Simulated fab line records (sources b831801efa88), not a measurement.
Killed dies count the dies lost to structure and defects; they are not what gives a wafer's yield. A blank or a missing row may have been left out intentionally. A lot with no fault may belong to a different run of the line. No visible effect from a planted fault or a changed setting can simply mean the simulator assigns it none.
The same fault as seen by 2 desks || flow gf180mcu || numbers are kept per desk, each desk with only its own; the story behind them comes last

== THE TOOL OWNER'S DESK: litho_track-03 ==
At GF_DUAL_GATE_SOFTBAKE_07 (time 60 s), the tool's own readings, given per lot that ran on this tool as the mean of the sampled wafers with a number. A lot is out of limits, marked OUT, if its mean lies more than 4 standard deviations from the usual mean; the brackets give that distance.
Columns: A = run_length_s at GF_DUAL_GATE_SOFTBAKE_07, usual 89.20 s
{"lot": "L397", "first seen here": "day 9 05:25", "A": 89.00}
{"lot": "L405", "first seen here": "day 11 11:28", "A": 88.99}
{"lot": "L406", "first seen here": "day 11 18:49", "A": 89.05}
{"lot": "L409", "first seen here": "day 12 11:34", "A": "95.88 (+35) OUT"}
{"lot": "L412", "first seen here": "day 13 09:17", "A": "96.01 (+36) OUT"}
This desk's verdict: out of limits on L409, L412, starting with L409 at day 12 11:34 (run_length_s at GF_DUAL_GATE_SOFTBAKE_07). L397, L405, L406: within limits.

== METROLOGY DESK ==
Means of the sampled wafers that have a number, per lot and without regard to the tool the lot ran on: this is what the gauges read. A lot is out of limits, marked OUT, if its mean lies more than 4 standard deviations from the usual mean; the brackets give that distance.
Columns: A = POLY_GATE_OVL at GF_POLY_GATE_OVL_MEAS_11, usual -2 nm; B = HV_LDD_3_TW at GF_HV_LDD_TW_MEAS_38, usual 1446
{"lot": "L393", "first seen here": "day 9 02:29", "A": -10, "B": 1442}
{"lot": "L395", "first seen here": "day 9 20:29", "A": -1, "B": 1451}
{"lot": "L396", "first seen here": "day 10 01:32", "A": 3, "B": 1442}
{"lot": "L397", "first seen here": "day 10 11:53", "A": -1, "B": 1437}
{"lot": "L401", "first seen here": "day 11 16:02", "A": -9, "B": 1445}
{"lot": "L402", "first seen here": "day 11 18:11", "A": 0, "B": 1453}
{"lot": "L404", "first seen here": "day 12 20:17", "A": -1, "B": 1444}
{"lot": "L405", "first seen here": "day 12 20:38", "A": -1, "B": 1437}
{"lot": "L406", "first seen here": "day 13 03:30", "A": -7, "B": 1459}
{"lot": "L409", "first seen here": "day 13 22:29", "A": 1, "B": 1450}
{"lot": "L412", "first seen here": "day 14 19:53", "A": 0, "B": 1441}
{"lot": "L413", "first seen here": "day 15 06:02", "A": -2, "B": 1451}
{"lot": "L414", "first seen here": "day 15 11:38", "A": -5, "B": 1452}
{"lot": "L415", "first seen here": "day 15 17:17", "A": -2, "B": 1443}
This desk's finding: nothing out of limits on any of the 14 lots.

== BROUGHT TOGETHER ==
The tool owner's desk could have raised an alarm at day 12 11:34, on L409, L412.
The metrology desk saw nothing out of limits.
The metrology desk holds a record of L409, L412, inside its limits.
All the named lots went through GF_DUAL_GATE_SOFTBAKE_07 on litho_track-03.

== WHAT THE SIMULATOR HAD PUT IN ==
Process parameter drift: litho_track-03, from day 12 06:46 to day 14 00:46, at GF_DUAL_GATE_SOFTBAKE_07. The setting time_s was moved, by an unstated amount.
Shown lots that were struck: L409, L412.
Delay in hours, fault start to first out-of-limits reading, by desk: the tool owner's desk at 5.
